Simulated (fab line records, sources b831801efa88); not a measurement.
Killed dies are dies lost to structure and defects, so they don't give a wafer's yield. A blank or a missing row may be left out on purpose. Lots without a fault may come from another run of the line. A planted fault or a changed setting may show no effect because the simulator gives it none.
One fault seen from 2 desks | flow sky130 | each desk has only its own numbers; what lay behind them comes last

THE METROLOGY DESK
What the gauges read, lot by lot, whatever tool the lot ran on: means of the sampled wafers that have a number. A lot is out of limits, marked OUT, if its mean lies more than 4 standard deviations from the usual mean; the brackets give that distance.
Columns: A = VIA3_W_THK at SKY_VIA3_THK_MEAS_23, usual 387 nm
lot  | first seen here | A
L858 | day 39 19:40    | 382
L859 | day 40 07:05    | 385
L861 | day 40 21:16    | 388
L864 | day 41 18:36    | 390
L865 | day 41 20:01    | 378
L868 | day 43 02:49    | 384
L869 | day 43 07:47    | 390
L877 | day 45 09:13    | 387
L880 | day 46 01:54    | 382
L881 | day 46 04:19    | 390
This desk's finding: nothing out of limits on any of the 10 lots.

THE TOOL OWNER'S DESK: rie_metal-02
The tool's own readings at SKY_METAL4_METAL_ETCH_18 (etches the open film in Cl2/BCl3, stops on SiO2, target depth 845 nm, time 183.1 s): means of the sampled wafers that have a number, for each lot that ran on this tool. A lot is out of limits, marked OUT, if its mean lies more than 4 standard deviations from the usual mean; the brackets give that distance.
Columns: A = bias_w at SKY_METAL4_METAL_ETCH_18, usual 48.52 W; B = drypump_motor_current_A at SKY_METAL4_METAL_ETCH_18, usual 5.6 A; C = oes_product_au at SKY_METAL4_METAL_ETCH_18, usual 0.867 a.u.; D = throttle_valve_pct at SKY_METAL4_METAL_ETCH_18, usual 22.264 %
lot  | first seen here | A               | B   | C     | D
L858 | day 41 22:19    | 48.47           | 5.9 | 0.860 | 22.267
L859 | day 42 09:28    | 48.47           | 5.6 | 0.869 | 22.270
L865 | day 43 20:14    | 48.41           | 5.6 | 0.869 | 22.261
L869 | day 45 05:47    | 48.51           | 6.2 | 0.872 | 22.259
L877 | day 47 05:52    | 62.25 (+98) OUT | 5.6 | 0.864 | 22.254
L880 | day 47 20:19    | 62.15 (+97) OUT | 5.9 | 0.869 | 22.257
This desk's finding: out of limits on L877, L880; first on L877, day 47 05:52 (bias_w at SKY_METAL4_METAL_ETCH_18). In limits: L858, L859, L865, L869.

PUT TOGETHER
The tool owner's desk could have raised an alarm at day 47 05:52, on L877, L880.
The metrology desk saw nothing out of limits.
The metrology desk has L877, L880 on record, within its limits.
Of the lots named, all ran SKY_METAL4_METAL_ETCH_18 on rie_metal-02.

WHAT THE SIMULATOR HAD PUT IN
Process parameter drift: rie_metal-02, from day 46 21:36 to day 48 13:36, at SKY_METAL4_METAL_ETCH_18. Setting bias_w, moved by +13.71, from 48.5. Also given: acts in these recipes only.
Lots struck among those shown: L877, L880.
Hours from the fault's start to each desk's first reading out of limits: the tool owner's desk, 8.
